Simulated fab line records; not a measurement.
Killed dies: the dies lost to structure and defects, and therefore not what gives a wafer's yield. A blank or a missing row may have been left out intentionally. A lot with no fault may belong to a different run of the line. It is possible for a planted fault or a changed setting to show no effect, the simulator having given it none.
Which of the tools did it? / flow sky130 / 11 lots with 33 wafers sampled at 5 steps, on a route of 708 steps

== WHAT THE GAUGES SHOWED, per wafer ==
SKY_VT_ADJUST_PCH_TW_MEAS_10. Usual: for VT_ADJUST_PCH_TW the level is 143.0 and the standard deviation is 1.1.
lot=L767; measured=day 11 00:52; on=film metro-02; VT_ADJUST_PCH_TW=144.2 145.0 144.7; flag=
lot=L769; measured=day 11 07:58; on=film metro-02; VT_ADJUST_PCH_TW=144.7 145.0 143.9; flag=
lot=L774; measured=day 12 17:32; on=film metro-02; VT_ADJUST_PCH_TW=143.6 143.8 143.4; flag=
lot=L780; measured=day 14 20:04; on=film metro-01; VT_ADJUST_PCH_TW=142.4 143.6 143.0; flag=
lot=L782; measured=day 15 09:27; on=film metro-01; VT_ADJUST_PCH_TW=143.6 143.0 143.5; flag=
lot=L783; measured=day 15 21:32; on=film metro-01; VT_ADJUST_PCH_TW=142.7 144.1 143.0; flag=
lot=L784; measured=day 16 02:04; on=film metro-01; VT_ADJUST_PCH_TW=142.7 142.7 143.0; flag=
lot=L785; measured=day 16 09:16; on=film metro-02; VT_ADJUST_PCH_TW=144.3 144.4 144.5; flag=
lot=L786; measured=day 16 16:42; on=film metro-01; VT_ADJUST_PCH_TW=143.1 143.3 142.9; flag=
lot=L787; measured=day 17 03:32; on=film metro-03; VT_ADJUST_PCH_TW=141.6 142.1 141.3; flag=
lot=L789; measured=day 17 17:32; on=film metro-02; VT_ADJUST_PCH_TW=145.2 145.3 145.1; flag=

SKY_SONOS_ONO_THK_MEAS_05. Usual: for SONOS_ONO_CVD_04_THK the level is 5.09 nm and the standard deviation is 0.096.
lot=L767; measured=day 12 06:56; on=film metro-01; SONOS_ONO_CVD_04_THK (nm)=5.21 5.19 5.21; flag=
lot=L769; measured=day 12 15:10; on=film metro-01; SONOS_ONO_CVD_04_THK (nm)=5.16 5.06 5.06; flag=
lot=L774; measured=day 14 04:10; on=film metro-01; SONOS_ONO_CVD_04_THK (nm)=5.28 5.22 5.23; flag=
lot=L780; measured=day 17 03:26; on=film metro-01; SONOS_ONO_CVD_04_THK (nm)=5.01 5.00 4.93; flag=
lot=L782; measured=day 17 04:37; on=film metro-04; SONOS_ONO_CVD_04_THK (nm)=5.03 5.08 5.00; flag=
lot=L783; measured=day 17 08:47; on=film metro-01; SONOS_ONO_CVD_04_THK (nm)=5.04 5.05 5.03; flag=
lot=L784; measured=day 17 08:46; on=film metro-04; SONOS_ONO_CVD_04_THK (nm)=5.14 5.09 5.15; flag=
lot=L785; measured=day 17 16:04; on=film metro-04; SONOS_ONO_CVD_04_THK (nm)=5.14 5.15 5.15; flag=
lot=L786; measured=day 18 01:28; on=film metro-02; SONOS_ONO_CVD_04_THK (nm)=5.09 4.99 5.05; flag=
lot=L787; measured=day 18 14:04; on=film metro-01; SONOS_ONO_CVD_04_THK (nm)=4.96 5.04 5.07; flag=
lot=L789; measured=day 19 04:23; on=film metro-02; SONOS_ONO_CVD_04_THK (nm)=5.06 5.04 5.13; flag=

SKY_POLY_GATE_THK_MEAS_01. Usual: for POLY_GATE_CVD_00_THK the level is 180.7 nm and the standard deviation is 1.9.
lot=L767; measured=day 14 14:28; on=film metro-03; POLY_GATE_CVD_00_THK (nm)=180.6 179.4 177.7; flag=
lot=L769; measured=day 15 05:34; on=film metro-03; POLY_GATE_CVD_00_THK (nm)=177.4 177.9 176.8; flag=
lot=L774; measured=day 16 17:55; on=film metro-01; POLY_GATE_CVD_00_THK (nm)=152.4 153.9 153.4; flag=OFF
lot=L780; measured=day 19 20:03; on=film metro-02; POLY_GATE_CVD_00_THK (nm)=182.7 183.3 183.5; flag=
lot=L782; measured=day 19 22:15; on=film metro-03; POLY_GATE_CVD_00_THK (nm)=182.0 183.7 183.2; flag=
lot=L783; measured=day 20 04:50; on=film metro-03; POLY_GATE_CVD_00_THK (nm)=178.2 178.5 179.2; flag=
lot=L784; measured=day 20 04:50; on=film metro-01; POLY_GATE_CVD_00_THK (nm)=183.2 182.8 181.5; flag=
lot=L785; measured=day 20 10:55; on=film metro-03; POLY_GATE_CVD_00_THK (nm)=181.8 178.6 179.2; flag=
lot=L786; measured=day 20 20:35; on=film metro-03; POLY_GATE_CVD_00_THK (nm)=180.1 178.3 178.6; flag=
lot=L787; measured=day 21 08:41; on=film metro-03; POLY_GATE_CVD_00_THK (nm)=179.9 181.4 181.3; flag=
lot=L789; measured=day 21 21:20; on=film metro-03; POLY_GATE_CVD_00_THK (nm)=179.1 176.8 178.7; flag=

SKY_POLY_GATE_CD_MEAS_13: the cd target is 150 nm. Usual: cd nm 150.2 nm, standard deviation 1.4.
lot=L767; measured=day 16 21:32; on=cd sem-02; cd nm (nm)=151.0 151.4 151.2; flag=
lot=L769; measured=day 18 08:17; on=cd sem-02; cd nm (nm)=148.5 149.9 149.3; flag=
lot=L774; measured=day 19 07:16; on=cd sem-01; cd nm (nm)=149.8 150.6 150.6; flag=
lot=L780; measured=day 22 10:55; on=cd sem-01; cd nm (nm)=152.3 150.3 151.9; flag=
lot=L782; measured=day 22 14:16; on=cd sem-01; cd nm (nm)=148.4 148.7 148.8; flag=
lot=L783; measured=day 22 19:19; on=cd sem-01; cd nm (nm)=152.3 153.0 151.8; flag=
lot=L784; measured=day 22 19:13; on=cd sem-02; cd nm (nm)=150.3 151.0 151.2; flag=
lot=L785; measured=day 23 01:02; on=cd sem-02; cd nm (nm)=149.4 149.0 149.3; flag=
lot=L786; measured=day 23 11:01; on=cd sem-01; cd nm (nm)=149.1 148.6 149.9; flag=
lot=L787; measured=day 23 23:52; on=cd sem-02; cd nm (nm)=147.4 147.7 147.3; flag=
lot=L789; measured=day 24 11:42; on=cd sem-02; cd nm (nm)=150.5 150.0 149.7; flag=

== WHICH TOOL RAN EACH LOT (tool, then ch and the chambers of the sampled wafers, then the start) ==
lot=L767; SKY_POLY_GATE_CVD_00=lpcvd-01 ch 0, day 14 13:15
lot=L769; SKY_POLY_GATE_CVD_00=lpcvd-01 ch 1, day 15 04:22
lot=L774; SKY_POLY_GATE_CVD_00=lpcvd-01 ch 0, day 16 16:07
lot=L780; SKY_POLY_GATE_CVD_00=lpcvd-01 ch 0, day 19 18:50
lot=L782; SKY_POLY_GATE_CVD_00=lpcvd-01 ch 0, day 19 21:02
lot=L783; SKY_POLY_GATE_CVD_00=lpcvd-01 ch 0, day 20 03:01
lot=L784; SKY_POLY_GATE_CVD_00=lpcvd-01 ch 0, day 20 03:01
lot=L785; SKY_POLY_GATE_CVD_00=lpcvd-01 ch 1, day 20 09:41
lot=L786; SKY_POLY_GATE_CVD_00=lpcvd-01 ch 0, day 20 19:23
lot=L787; SKY_POLY_GATE_CVD_00=lpcvd-01 ch 0, day 21 07:29
lot=L789; SKY_POLY_GATE_CVD_00=lpcvd-01 ch 1, day 21 20:08
- SKY_POLY_GATE_CVD_00: deposits poly-Si, target thk 180 nm, time 720 s.

== WHAT THE TOOLS THEMSELVES READ (means of the sampled wafers that have a number; where no wafer has one, the mark that the record gives instead) ==
SKY_POLY_GATE_CVD_00. Usual: spike tc bottom C 641.2 C, standard deviation 1; spike tc centre C 621.6 C, standard deviation 1.4; spike tc lower C 620.0 C, standard deviation 0.97; spike tc upper C 619.2 C, standard deviation 1.2; susceptor temp C 619.96 C, standard deviation 0.28.
lot=L767; tool=lpcvd-01; spike tc bottom C (C)=641.0; spike tc centre C (C)=622.1; spike tc lower C (C)=619.6; spike tc upper C (C)=618.4; susceptor temp C (C)=620.19; flag=
lot=L769; tool=lpcvd-01; spike tc bottom C (C)=641.6; spike tc centre C (C)=620.7; spike tc lower C (C)=619.6; spike tc upper C (C)=620.8; susceptor temp C (C)=619.51; flag=
lot=L774; tool=lpcvd-01; spike tc bottom C (C)=634.0; spike tc centre C (C)=614.7; spike tc lower C (C)=611.9; spike tc upper C (C)=611.1; susceptor temp C (C)=612.17; flag=OFF
lot=L780; tool=lpcvd-01; spike tc bottom C (C)=641.1; spike tc centre C (C)=622.4; spike tc lower C (C)=619.5; spike tc upper C (C)=618.8; susceptor temp C (C)=619.83; flag=
lot=L782; tool=lpcvd-01; spike tc bottom C (C)=642.1; spike tc centre C (C)=622.3; spike tc lower C (C)=619.9; spike tc upper C (C)=618.9; susceptor temp C (C)=619.81; flag=
lot=L783; tool=lpcvd-01; spike tc bottom C (C)=641.4; spike tc centre C (C)=622.7; spike tc lower C (C)=620.6; spike tc upper C (C)=618.8; susceptor temp C (C)=619.78; flag=
lot=L784; tool=lpcvd-01; spike tc bottom C (C)=641.8; spike tc centre C (C)=621.1; spike tc lower C (C)=621.2; spike tc upper C (C)=618.5; susceptor temp C (C)=619.83; flag=
lot=L785; tool=lpcvd-01; spike tc bottom C (C)=640.8; spike tc centre C (C)=620.6; spike tc lower C (C)=620.5; spike tc upper C (C)=620.1; susceptor temp C (C)=620.09; flag=
lot=L786; tool=lpcvd-01; spike tc bottom C (C)=641.8; spike tc centre C (C)=622.3; spike tc lower C (C)=620.8; spike tc upper C (C)=618.2; susceptor temp C (C)=620.00; flag=
lot=L787; tool=lpcvd-01; spike tc bottom C (C)=640.5; spike tc centre C (C)=622.8; spike tc lower C (C)=619.9; spike tc upper C (C)=619.9; susceptor temp C (C)=620.16; flag=
lot=L789; tool=lpcvd-01; spike tc bottom C (C)=641.6; spike tc centre C (C)=619.9; spike tc lower C (C)=620.5; spike tc upper C (C)=619.6; susceptor temp C (C)=620.19; flag=

== THE ANSWER, worked out from the rows above alone ==
Rule: take the mean of a lot's wafers that have a number; if it is more than 3 standard deviations from the usual mean, the lot is off. Also off: a lot with no number at a reading for which 4 or more lots have one. All remaining lots with rows at the step are treated as sound. First the gauges in route order, then the tools' own readings, where a lot's mean is used as printed above. At the first step where some lot is off, the reading lying furthest off is the one used; lots without a number count as furthest.
Off: at SKY_POLY_GATE_THK_MEAS_01 (POLY_GATE_CVD_00_THK), L774.
A tool fits if, at a process step before that reading, it ran every lot that is off, and no sound lot after the first of them. The gauges at SKY_POLY_GATE_THK_MEAS_01 aren't tried: what is off there is off at SKY_POLY_GATE_CVD_00 too, on other tools, and a gauge's error can't cause that. Of those tried, none fits.

== WHAT WAS PUT IN BY THE SIMULATOR ==
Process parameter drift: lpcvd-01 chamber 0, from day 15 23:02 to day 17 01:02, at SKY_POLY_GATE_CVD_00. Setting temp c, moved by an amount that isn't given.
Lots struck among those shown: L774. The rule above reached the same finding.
